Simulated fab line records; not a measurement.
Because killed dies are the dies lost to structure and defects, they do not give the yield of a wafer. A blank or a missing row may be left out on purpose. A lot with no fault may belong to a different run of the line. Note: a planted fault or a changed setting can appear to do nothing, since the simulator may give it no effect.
Chamber matching    flow gf180mcu    GF_V2_CMP_26 on cmp-02: 4 sister chambers
The step polishes, stops on SiO2, t overpolish 15 s, target thk 0 nm. 8 wafers are shown with their chamber, then 7 later ones without.

EACH WAFER AND ITS CHAMBER
wafer   chamber  motorCurrentA (A)  timeToEndpointS (s)
L138.6  0        9.9                87
L140.1  0        10.0               84
L140.3  3        11.0               86
L144.1  2        10.3               91
L144.5  2        10.3               88
L144.6  1        11.8               87
L145.1  1        10.9               90
L145.3  3        10.9               84

WAFERS WITHOUT THEIR CHAMBER
wafer   motorCurrentA (A)  timeToEndpointS (s)
L145.4  9.5                86
L157.3  9.8                82
L157.4  10.6               84
L157.5  10.2               84
L158.1  10.2               85
L158.2  10.6               81
L158.3  9.7                82

EACH ONE'S CHAMBER
wafer   from the rows above           in truth
L145.4  can't be placed: 0 or 2       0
L157.3  0                             0
L157.4  can't be placed: 3 or 0 or 2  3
L157.5  can't be placed: 0 or 3 or 2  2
L158.1  can't be placed: 0 or 2 or 3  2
L158.2  can't be placed: 3 or 0       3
L158.3  0                             0
2 of 7 placed correctly. Not placeable from these rows: 5 (in 5, the candidates include the true chamber). Placed wrongly: 0.
How it was worked out, from the rows above alone: a wafer's distance from a chamber is the root of the sum, over the readings, of the square of ((its reading less the chamber's mean) divided by the reading's scatter). If the next closest chamber is less than 2 further off than the closest, the wafer can't be placed; otherwise it belongs to the closest. For every chamber, the mean is computed from those of its wafers that are shown. The scatter is the square root of a quotient: the sum, over the shown wafers, of each reading's squared deviation from its chamber's mean, divided by wafers minus chambers.
